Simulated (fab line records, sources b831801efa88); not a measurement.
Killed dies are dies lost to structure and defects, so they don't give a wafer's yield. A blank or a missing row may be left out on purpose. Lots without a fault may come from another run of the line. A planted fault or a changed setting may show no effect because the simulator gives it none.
fab line records | flow sky130
record lots=14 wafers=42 last_day=49
route steps=708 shown METAL2@500 VIA2@522
lots that met no fault: from a run of the same line without faults
start_h: hours from the record's first day to the start of the lot's first wafer shown | wait_h: hours since the lot's step before | " the same as in the row above | L1.1+2: a row that stands for several wafers | - no value, or no start given | * or withheld: withheld | < > ~ a bound
route shown NAME@n: a module of which the file shows steps, and the number in the route of the first | usual: mean/standard deviation of fault-free wafers | same: alike in all rows | chamber/n: place in a boat | sites: the reading at each site | _std_site: their standard deviation | _edge_site: outer sites' mean less inner sites' | radius_mm: how far each site lies from the wafer's centre | mask NAME#n: copy n | behind: the tool/chamber that last shaped the wafer | hold: why the lot was held/for how many hours/how that ended | device: the transistor (n, p or np) that didn't switch | end of line: the same wafers' tests at the end of the route | a step without rows: its recipe alone | killed: dies lost to structure and defects at the first sort, not the wafer's yield | map: a wafer's dies, x killed, . not, _ none there
set.NAME: the setting as run; set.NAME@STEP: as run at that earlier step | model.NAME: the simulator's own value behind a step, which no gauge read
steps of the route over a sample of lots; a table a step, a row a wafer
services: from which hour (start_h, from the record's first day; less than 0 if before it) a tool's chamber was out of use, for how many hours, and why
## steps
# step SKY_METAL2_DESCUM_17
# recipe chemistry=O2 source_power_w=150 bias_power_w=0 pressure_mtorr=10 temp_c=40 time_s=8
# usual drypump_motor_current_A=5.6/0.33 oes_product_au=0.994/0.0094
# same bias_power_w=0
# columns lot.wafer tool chamber start_h wait_h drypump_motor_current_A oes_product_au rf_hours_counter_h
L379.1 rie_metal-03 0 822.07 0.0 5.8 0.991 3
L379.3 " 1 " " 5.4 0.997 -
L379.6 " 1 " " 5.4 1.003 -
L381.1 rie_metal-04 0 854.22 0.0 6.1 0.992 15
L381.2 " 1 " " 5.8 1.005 10
L381.3 " 1 " " 5.9 0.998 -
L385.1 rie_metal-02 0 871.27 0.0 5.0 0.972 6
L385.2 " 1 " " 5.5 0.993 17
L385.6 " 0 " " 5.0 0.976 -
L386.1 rie_metal-03 1 894.17 0.0 5.4 0.998 11
L386.3 " 0 " " 5.8 0.980 -
L386.6 " 0 " " 5.8 0.984 -
L388.3 rie_metal-04 0 895.98 0.0 6.1 0.997 -
L388.4 " 1 " " 5.9 1.013 -
L388.6 " 0 " " 6.0 1.000 -
L389.1 rie_metal-04 1 909.37 0.0 5.9 0.994 13
L389.4 " 1 " " 5.8 1.001 -
L389.5 " 1 " " 5.9 0.993 -
L390.2 rie_metal-04 1 910.46 0.0 5.8 0.993 -
L390.3 " 1 " " 5.8 0.988 -
L390.4 " 1 " " 5.8 0.985 -
L391.1 rie_metal-04 1 921.35 0.0 5.8 0.994 14
L391.3 " 0 " " 6.1 1.006 -
L391.4 " 1 " " 5.8 1.000 -
L392.3 rie_metal-04 0 927.68 0.0 6.1 1.010 -
L392.4 " 1 " " 5.8 0.996 -
L392.6 " 1 " " 5.8 0.998 -
L393.3 rie_metal-03 1 931.91 0.0 5.4 0.985 -
L393.4 " 0 " " 5.8 0.998 -
L393.6 " 0 " " 5.8 0.988 -
L394.2 rie_metal-02 0 936.50 0.0 5.0 0.991 12
L394.3 " 1 " " 5.5 1.002 -
L394.4 " 0 " " 5.0 0.995 -
L395.2 rie_metal-02 0 948.10 0.0 5.0 0.983 12
L395.4 " 0 " " 5.0 0.991 -
L395.6 " 0 " " 5.0 0.993 -
L396.2 rie_metal-04 0 955.70 0.0 6.1 1.019 2
L396.3 " 0 " " 6.1 1.012 -
L396.6 " 1 " " 5.8 1.004 -
L397.1 rie_metal-04 1 970.50 0.0 5.8 0.997 17
L397.3 " 1 " " 5.9 1.000 -
L397.5 " 1 " " 5.9 0.994 -
# step SKY_METAL2_ETCH_18
# recipe chemistry=N2/H2 target=BARC ion_energy_ev=200 bias_w=100 pressure_mtorr=30 n2_flow_sccm=100 h2_flow_sccm=200 icp_w=500 stop_on=SiO2 time_s=45.9 target_depth_a=600
# usual bias_w=100.0/0.3 chamber_pressure_mTorr=30.001/0.028 drypump_motor_current_A=5.7/0.33 oes_product_au=0.855/0.0047 throttle_valve_pct=13.224/0.0092
# columns lot.wafer tool chamber start_h wait_h bias_w chamber_pressure_mTorr drypump_motor_current_A oes_product_au rf_hours_counter_h throttle_valve_pct
L379.1 rie_metal-03 0 822.10 0.0 99.8 30.008 5.8 0.850 3 13.208
L379.3 " 1 " " 100.1 30.017 5.4 0.856 - 13.215
L379.6 " 1 " " 100.1 29.952 5.4 0.855 - 13.223
L381.1 rie_metal-04 0 854.25 0.0 99.8 30.000 6.0 0.861 15 13.222
L381.2 " 1 " " 99.8 29.992 5.8 0.855 10 13.215
L381.3 " 1 " " 99.9 30.019 5.9 0.856 - 13.220
L385.1 rie_metal-02 0 871.30 0.0 100.0 30.006 5.1 0.849 6 13.225
L385.2 " 1 " " 100.1 29.956 5.6 0.857 17 13.234
L385.6 " 0 " " 99.9 30.036 5.0 0.849 - 13.219
L386.1 rie_metal-03 1 894.20 0.0 99.8 30.033 5.4 0.866 11 13.209
L386.3 " 0 " " 100.2 29.992 5.9 0.863 - 13.237
L386.6 " 0 " " 100.2 30.034 5.8 0.850 - 13.223
L388.3 rie_metal-04 0 896.02 0.0 99.9 29.990 6.1 0.862 - 13.225
L388.4 " 1 " " 100.2 30.030 5.8 0.857 - 13.225
L388.6 " 0 " " 100.0 29.999 6.1 0.855 - 13.214
L389.1 rie_metal-04 1 909.43 0.1 99.8 29.983 5.8 0.859 13 13.228
L389.4 " 1 " " 99.8 29.980 5.8 0.850 - 13.213
L389.5 " 1 " " 100.4 30.013 5.8 0.855 - 13.220
L390.2 rie_metal-04 1 910.53 0.1 100.2 29.997 5.9 0.861 - 13.231
L390.3 " 1 " " 100.4 30.025 5.8 0.855 - 13.216
L390.4 " 1 " " 100.2 29.999 5.8 0.850 - 13.226
L391.1 rie_metal-04 1 921.38 0.0 99.8 30.030 5.8 0.860 14 13.215
L391.3 " 0 " " 100.1 30.008 6.1 0.856 - 13.225
L391.4 " 1 " " 100.0 30.018 5.8 0.860 - 13.207
L392.3 rie_metal-04 0 927.72 0.0 99.4 29.988 6.1 0.853 - 13.231
L392.4 " 1 " " 100.3 29.978 5.9 0.850 - 13.227
L392.6 " 1 " " 100.4 30.032 5.8 0.857 - 13.224
L393.3 rie_metal-03 1 931.95 0.0 100.4 30.045 5.4 0.855 - 13.220
L393.4 " 0 " " 100.0 29.990 5.8 0.854 - 13.220
L393.6 " 0 " " 99.7 30.010 5.8 0.849 - 13.230
L394.2 rie_metal-02 0 936.53 0.0 100.2 29.984 5.0 0.860 12 13.234
L394.3 " 1 " " 99.6 29.996 5.6 0.847 - 13.221
L394.4 " 0 " " 100.5 30.000 5.1 0.854 - 13.228
L395.2 rie_metal-02 0 948.13 0.0 100.3 30.008 5.0 0.857 12 13.221
L395.4 " 0 " " 100.4 30.023 5.0 0.855 - 13.214
L395.6 " 0 " " 100.3 30.000 5.0 0.859 - 13.224
L396.2 rie_metal-04 0 955.73 0.0 100.2 30.072 6.0 0.857 2 13.239
L396.3 " 0 " " 99.9 29.977 6.0 0.852 - 13.207
L396.6 " 1 " " 99.8 29.991 5.9 0.850 - 13.232
L397.1 rie_metal-04 1 970.53 0.0 100.6 30.004 5.8 0.855 17 13.218
L397.3 " 1 " " 100.1 30.022 5.8 0.849 - 13.243
L397.5 " 1 " " 100.2 30.033 5.8 0.859 - 13.229
# step SKY_VIA2_ETCH_15
# recipe target=SiO2 chemistry=C4F8/O2/Ar target_depth_nm=546 stop_on=TiN mask_material=KrF-thick source_w=1500 bias_w=1200 pressure_mtorr=40 c4f8_flow_sccm=withheld O2_flow_sccm=6 Ar_flow_sccm=300 time_s=84
# usual bias_w=1200/3.5 chamber_pressure_mTorr=40.00/0.041 oes_product_au=0.939/0.0047
# columns lot.wafer tool chamber start_h wait_h bias_w chamber_pressure_mTorr oes_product_au rf_hours_counter_h
L379.1 rie_diel-04 1 850.12 0.0 1196 39.89 0.932 16
L379.3 " 2 " " 1201 40.00 0.942 16
L379.6 " 0 " " 1205 39.99 0.935 -
L381.1 rie_diel-03 0 882.07 0.0 1197 39.83 0.940 9
L381.2 " 1 " " 1199 40.07 0.945 10
L381.3 " 2 " " 1202 40.01 0.934 20
L385.1 rie_diel-03 2 898.67 0.0 1198 40.04 0.934 21
L385.2 " 0 " " 1199 40.01 0.934 10
L385.6 " 1 " " 1199 39.97 0.934 -
L386.1 rie_diel-03 1 921.07 0.0 1194 40.04 0.944 11
L386.3 " 0 " " 1203 40.07 0.935 10
L386.6 " 0 " " 1202 40.00 0.940 -
L388.3 rie_diel-04 0 922.43 0.0 1206 40.06 0.943 3
L388.4 " 2 " " 1205 40.01 0.936 19
L388.6 " 0 " " 1197 39.96 0.950 -
L389.1 rie_diel-04 1 935.54 0.0 1201 39.98 0.936 18
L389.4 " 3 " " 1192 40.04 0.939 17
L389.5 " 3 " " 1201 39.96 0.932 -
L390.2 rie_diel-03 3 936.89 0.0 1205 40.02 0.939 12
L390.3 " 0 " " 1202 40.04 0.940 11
L390.4 " 1 " " 1195 39.96 0.937 -
L391.1 rie_diel-03 3 947.67 0.0 1202 39.97 0.937 13
L391.3 " 2 " " 1203 40.01 0.939 0
L391.4 " 1 " " 1196 39.95 0.939 12
L392.3 rie_diel-02 1 953.76 0.0 1195 39.96 0.942 8
L392.4 " 0 " " 1204 39.98 0.946 26
L392.6 " 2 " " 1200 40.04 0.943 -
L393.3 rie_diel-04 1 957.22 0.0 1195 39.99 0.947 19
L393.4 " 2 " " 1192 40.01 0.935 19
L393.6 " 2 " " 1195 40.00 0.939 -
L394.2 rie_diel-03 2 961.82 0.0 1198 40.00 0.939 1
L394.3 " 3 " " 1198 40.00 0.946 13
L394.4 " 0 " " 1199 39.97 0.937 11
L395.2 rie_diel-04 0 973.34 0.0 1192 39.96 0.932 4
L395.4 " 2 " " 1202 40.07 0.942 20
L395.6 " 2 " " 1198 39.95 0.942 -
L396.2 rie_diel-02 2 981.26 0.0 - - - -
L396.3 " 3 " " - - - -
L396.6 " 2 " " - - - -
L397.1 rie_diel-04 3 995.29 0.0 - - - -
L397.3 " 1 " " - - - -
L397.5 " 2 " " - - - -
# step SKY_VIA2_STRIP_16
# recipe chemistry=O2/N2 power_w=1400 pressure_mtorr=1500 platen_temp_c=withheld o2_flow_sccm=3000 n2_flow_sccm=300 overash_fraction=0.5
# usual drypump_motor_current_A=5.8/0.43 oes_product_au=0.399/0.0047 strip_time_to_endpoint_s=4.061/0.028
# columns lot.wafer tool chamber start_h wait_h drypump_motor_current_A oes_product_au rf_hours_counter_h strip_time_to_endpoint_s
L379.1 plasma_asher-01 0 850.18 0.0 6.3 0.398 103 4.005
L379.3 " 0 " " 6.3 0.409 - 4.096
L379.6 " 0 " " 6.3 0.393 - 4.083
L381.1 plasma_asher-01 0 882.13 0.0 6.3 0.399 107 4.056
L381.2 " 1 " " 5.7 0.407 107 4.057
L381.3 " 1 " " 5.6 0.390 - 4.096
L385.1 plasma_asher-01 1 898.73 0.0 5.7 0.407 108 4.060
L385.2 " 0 " " 6.3 0.401 108 4.074
L385.6 " 0 " " 6.3 0.400 - 4.065
L386.1 plasma_asher-01 0 921.13 0.0 6.3 0.395 111 4.058
L386.3 " 1 " " 5.6 0.398 - 4.078
L386.6 " 0 " " 6.3 0.405 - 4.065
L388.3 plasma_asher-02 1 922.53 0.1 5.8 0.391 - 4.058
L388.4 " 0 " " 4.8 0.395 - 4.068
L388.6 " 1 " " 5.8 0.395 - 4.062
L389.1 plasma_asher-01 1 935.60 0.0 5.6 0.393 112 4.042
L389.4 " 1 " " 5.6 0.391 - 4.041
L389.5 " 0 " " 6.3 0.392 - 4.043
L390.2 plasma_asher-01 1 936.95 0.0 5.6 0.394 113 4.046
L390.3 " 1 " " 5.6 0.395 - 4.025
L390.4 " 0 " " 6.3 0.395 - 4.052
L391.1 plasma_asher-01 1 947.73 0.0 5.7 0.400 114 4.060
L391.3 " 0 " " 6.3 0.400 - 4.108
L391.4 " 1 " " 5.6 0.402 - 4.084
L392.3 plasma_asher-01 1 953.86 0.1 5.6 0.394 - 4.047
L392.4 " 0 " " 6.3 0.402 - 4.029
L392.6 " 1 " " 5.6 0.390 - 4.082
L393.3 plasma_asher-04 0 957.31 0.1 6.0 0.405 - 4.042
L393.4 " 1 " " 5.9 0.399 - 4.083
L393.6 " 0 " " 6.0 0.398 - 4.081
L394.2 plasma_asher-01 0 961.88 0.0 6.3 0.396 115 4.119
L394.3 " 1 " " 5.7 0.396 - 4.091
L394.4 " 0 " " 6.3 0.402 - 4.079
L395.2 plasma_asher-02 0 973.40 0.0 4.8 0.406 83 4.075
L395.4 " 0 " " 4.8 0.391 - 4.059
L395.6 " 1 " " 5.8 0.389 - 4.091
L396.2 plasma_asher-01 1 981.32 0.0 5.6 0.442 117 5.205
L396.3 " 1 " " 5.6 0.443 - 5.190
L396.6 " 1 " " 5.6 0.448 - 5.206
L397.1 plasma_asher-04 1 995.35 0.0 5.9 0.449 58 5.185
L397.3 " 0 " " 6.0 0.445 - 5.206
L397.5 " 0 " " 6.0 0.447 - 5.219
# step SKY_VIA2_CMP_24
# recipe stop_on=SiO2 t_overpolish_s=20 down_force_psi=3.5 platen_rpm=60 target_thk_nm=0 pad_velocity_m_s=0.94248
# usual motor_current_A=11.4/1.5
# columns lot.wafer tool chamber start_h wait_h motor_current_A
L379.3 cmp-01 0 851.43 0.3 12.0
L379.1 " 2 " " 8.0
L379.6 " 3 " " 11.8
L381.3 cmp-01 2 883.09 0.0 8.3
L381.2 " 3 " " 11.8
L381.1 " 1 " " 13.1
L385.2 cmp-01 3 899.74 0.1 12.2
L385.1 " 0 " " 11.6
L385.6 " 2 " " 8.4
L386.3 cmp-01 3 922.14 0.1 12.2
L386.1 " 1 " " 13.3
L386.6 " 3 " " 12.1
L388.3 cmp-01 0 923.46 0.0 12.2
L388.4 " 3 " " 11.8
L388.6 " 1 " " 13.4
L389.1 cmp-01 3 936.57 0.1 12.0
L389.4 " 1 " " 13.2
L389.5 " 3 " " 12.8
L390.2 cmp-01 3 937.91 0.0 11.9
L390.4 " 0 " " 11.7
L390.3 " 1 " " 12.7
L391.4 cmp-01 1 948.83 0.1 13.8
L391.3 " 2 " " 8.3
L391.1 " 3 " " 11.8
L392.4 cmp-02 2 954.82 0.0 12.7
L392.3 " 1 " " 10.7
L392.6 " 3 " " 11.8
L393.3 cmp-01 2 958.32 0.1 8.2
L393.4 " 0 " " 11.8
L393.6 " 1 " " 13.9
L394.4 cmp-02 0 962.85 0.0 9.8
L394.3 " 1 " " 10.4
L394.2 " 2 " " 12.6
L395.4 cmp-02 2 974.36 0.0 12.9
L395.2 " 1 " " 11.3
L395.6 " 2 " " 12.2
L396.2 cmp-02 2 982.29 0.0 13.1
L396.3 " 0 " " 10.0
L396.6 " 3 " " 11.4
L397.3 cmp-01 3 996.40 0.1 12.0
L397.1 " 0 " " 11.9
L397.5 " 3 " " 12.3
## services
# columns tool chamber start_h hours kind
rie_metal-02 1 804.14 6.5 repair
cmp-01 - 805.97 0.5 repair
rie_diel-03 0 806.83 4.2 repair
rie_diel-03 - 809.67 0.3 repair
rie_diel-03 0 812.43 3.7 repair
rie_diel-02 - 816.89 6.3 repair
rie_diel-03 0 831.37 6.7 repair
rie_diel-04 0 834.93 7.8 repair
rie_metal-03 0 840.03 2.3 repair
rie_metal-04 1 859.94 6.9 repair
cmp-01 - 866.27 0.6 repair
cmp-02 - 870.84 2.4 repair
cmp-02 - 881.19 3.1 repair
plasma_asher-02 - 886.01 0.6 repair
rie_metal-03 - 904.52 0.4 repair
cmp-01 - 912.25 4.0 pm
cmp-01 - 927.50 0.7 repair
cmp-01 - 928.57 6.1 pm
plasma_asher-02 - 929.35 5.5 repair
rie_diel-02 1 940.97 7.1 repair
cmp-02 - 968.46 0.4 repair
plasma_asher-04 - 977.56 0.6 repair
rie_metal-04 0 983.04 1.4 repair
cmp-02 - 990.53 1.0 repair
## key
first_sign step=SKY_VIA2_ETCH_15 reading=tool_record direction=missing
effect step=SKY_VIA2_STRIP_16 reading=strip_time_to_endpoint_s direction=up sigmas=41 usual=* struck=*
met_at SKY_VIA2_ETCH_15
struck_lots L396,L397
later_rows_left_out L396.2,L396.3,L396.6,L397.1,L397.3,L397.5
sort_left_out L396.2,L396.3,L396.6,L397.1,L397.3,L397.5
not_acting_at SKY_METAL2_DESCUM_17,SKY_METAL2_ETCH_18,SKY_VIA2_CMP_24
onset_between 973.34 981.26
fault kind=skipped_step_whole tool=rie_diel-02,rie_diel-03,rie_diel-04 chamber=- onset_h=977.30 steps=SKY_VIA2_ETCH_15 scope=struck_lots_only
# sort_left_out: the simulated sort isn't trusted on such a fault, so these wafers' sort isn't shown, and their yield isn't known
# later_rows_left_out: the simulator's readings of these wafers behind a module that went badly wrong aren't trusted and aren't shown, but for the sort
